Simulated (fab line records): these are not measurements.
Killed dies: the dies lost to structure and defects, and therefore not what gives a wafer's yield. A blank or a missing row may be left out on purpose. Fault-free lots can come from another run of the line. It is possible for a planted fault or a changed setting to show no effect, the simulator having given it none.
Which of the tools did it? | flow gf180mcu | 11 lots, 33 wafers sampled, at 5 steps of a route of 602

WHAT EACH GAUGE READ, for each wafer
GF_NWELL_TW_MEAS_11. Usual: for NWELL_TW the level is 1572 and the standard deviation is 14.
lot  | measured    | on            | NWELL_TW       | flag
L709 | day 3 11:41 | film_metro-04 | 1550 1551 1545 |
L711 | day 4 03:19 | film_metro-03 | 1572 1578 1576 |
L710 | day 4 03:40 | film_metro-04 | 1552 1541 1547 |
L715 | day 4 15:17 | film_metro-01 | 1572 1582 1574 |
L719 | day 5 12:35 | film_metro-01 | 1573 1568 1562 |
L721 | day 6 01:04 | film_metro-01 | 1570 1574 1571 |
L724 | day 6 17:35 | film_metro-01 | 1575 1575 1570 |
L725 | day 6 22:31 | film_metro-04 | 1560 1562 1562 |
L726 | day 7 03:13 | film_metro-04 | 1561 1552 1555 |
L727 | day 7 10:02 | film_metro-03 | 1592 1583 1585 |
L732 | day 8 12:47 | film_metro-01 | 1574 1571 1575 |

GF_NSD_CD_MEAS_07 targets a cd of 400 nm. Usual: cd_nm reads 400.2 nm (standard deviation 1.8).
lot  | measured     | on        | cd_nm (nm)        | flag
L709 | day 13 09:18 | cd_sem-01 | 399.7 399.2 401.8 |
L711 | day 14 11:00 | cd_sem-01 | 400.6 401.5 400.0 |
L710 | day 14 06:59 | cd_sem-02 | 399.2 400.4 398.5 |
L715 | day 15 04:26 | cd_sem-01 | 398.9 400.0 399.7 |
L719 | day 16 09:58 | cd_sem-01 | 400.3 401.4 401.1 |
L721 | day 17 05:03 | cd_sem-01 | - - -             | OFF
L724 | day 18 06:20 | cd_sem-02 | 399.6 397.6 397.9 |
L725 | day 18 15:53 | cd_sem-01 | 401.9 399.8 399.2 |
L726 | day 18 23:35 | cd_sem-02 | 400.8 399.3 397.9 |
L727 | day 19 13:53 | cd_sem-02 | 397.9 399.8 399.3 |
L732 | day 21 02:55 | cd_sem-01 | 402.8 403.5 404.2 |

GF_NSD_TW_MEAS_12. Usual: for NSD_TW the level is 4236 and the standard deviation is 33.
lot  | measured     | on            | NSD_TW         | flag
L709 | day 13 09:52 | film_metro-02 | 4249 4271 4264 |
L711 | day 14 11:34 | film_metro-03 | 4258 4244 4230 |
L710 | day 14 07:32 | film_metro-03 | 4262 4258 4260 |
L715 | day 15 04:59 | film_metro-03 | 4215 4223 4223 |
L719 | day 16 10:31 | film_metro-04 | 4190 4193 4198 |
L721 | day 17 05:36 | film_metro-03 | 30 30 30       | OFF
L724 | day 18 06:53 | film_metro-03 | 4209 4194 4204 |
L725 | day 18 16:26 | film_metro-02 | 4281 4278 4273 |
L726 | day 19 00:08 | film_metro-02 | 4284 4265 4301 |
L727 | day 19 14:26 | film_metro-03 | 4240 4223 4234 |
L732 | day 21 03:29 | film_metro-02 | 4266 4246 4297 |

GF_PSD_TW_MEAS_11. Usual: for PSD_TW the level is 3167 and the standard deviation is 27.
lot  | measured     | on            | PSD_TW         | flag
L709 | day 14 05:59 | film_metro-03 | 3185 3170 3179 |
L711 | day 15 07:55 | film_metro-03 | 3181 3168 3167 |
L710 | day 15 04:10 | film_metro-04 | 3136 3147 3126 |
L715 | day 16 02:41 | film_metro-04 | 3144 3119 3120 |
L719 | day 17 08:53 | film_metro-03 | 3164 3179 3189 |
L721 | day 18 05:23 | film_metro-03 | 4186 4181 4217 | OFF
L724 | day 19 06:59 | film_metro-04 | 3144 3146 3135 |
L725 | day 19 17:06 | film_metro-04 | 3124 3151 3152 |
L726 | day 20 00:02 | film_metro-02 | 3182 3178 3184 |
L727 | day 20 14:28 | film_metro-02 | 3187 3201 3196 |
L732 | day 22 03:08 | film_metro-03 | 3179 3182 3199 |

WHICH TOOL RAN EACH LOT (tool, then ch and the chambers of the sampled wafers, then the start)
lot  | GF_NSD_EXPOSE_04
L709 | iline_stepper-01 ch 0, day 12 23:24
L711 | iline_stepper-02 ch 0, day 14 00:38
L710 | iline_stepper-02 ch 0, day 13 20:47
L715 | iline_stepper-02 ch 0, day 14 17:53
L719 | iline_stepper-01 ch 0, day 15 23:05
L721 | iline_stepper-02 ch 0, day 16 17:44
L724 | iline_stepper-02 ch 0, day 17 19:14
L725 | iline_stepper-02 ch 0, day 18 04:07
L726 | iline_stepper-02 ch 0, day 18 11:39
L727 | iline_stepper-01 ch 0, day 19 01:56
L732 | iline_stepper-01 ch 0, day 20 15:05
- GF_NSD_EXPOSE_04: exposes mask Nplus, target cd 400 nm.

AS READ BY THE TOOLS THEMSELVES (means over the sampled wafers that have a number; for cases with no such wafer, the mark the record gives instead)
GF_NSD_EXPOSE_04. Usual: focus_offset_nm -0.1 nm, standard deviation 0.52; reticle_temp_C 22.99 C, standard deviation 0.1.
lot  | tool             | focus_offset_nm (nm) | reticle_temp_C (C) | flag
L709 | iline_stepper-01 | -0.4                 | 23.02              |
L711 | iline_stepper-02 | -0.3                 | 23.05              |
L710 | iline_stepper-02 | 0.2                  | 22.92              |
L715 | iline_stepper-02 | -0.4                 | 22.94              |
L719 | iline_stepper-01 | 0.3                  | 23.09              |
L721 | iline_stepper-02 | -0.1                 | 23.07              |
L724 | iline_stepper-02 | -0.3                 | 22.91              |
L725 | iline_stepper-02 | -0.2                 | 22.95              |
L726 | iline_stepper-02 | 0.2                  | 23.05              |
L727 | iline_stepper-01 | 0.1                  | 22.97              |
L732 | iline_stepper-01 | -0.6                 | 22.95              |

THE ANSWER, worked out from the rows above alone
Rule: lot off if the mean of its wafers having a number is beyond 3 standard deviations from the usual mean. Also off: a lot with no number at a reading for which 4 or more lots have one. The other lots that the step has rows for count as sound. The gauges are gone through in route order, then the tools' own readings, and for those a lot's mean is taken as printed above. The first step at which some lot is off is used, and at that step the reading that is off furthest; a lot without a number counts as furthest.
Off, at GF_NSD_CD_MEAS_07 on cd_nm: L721. Without a number there: L721.
If a tool, at a process step before that reading, ran all the lots that are off and no sound lot after the first of them, it fits. The gauges at GF_NSD_CD_MEAS_07 aren't tried: what is off there is off at GF_NSD_TW_MEAS_12 too, on other tools, and a gauge's error can't cause that. Not one of the candidates tried fits.

WHAT THE SIMULATOR HAD PUT IN
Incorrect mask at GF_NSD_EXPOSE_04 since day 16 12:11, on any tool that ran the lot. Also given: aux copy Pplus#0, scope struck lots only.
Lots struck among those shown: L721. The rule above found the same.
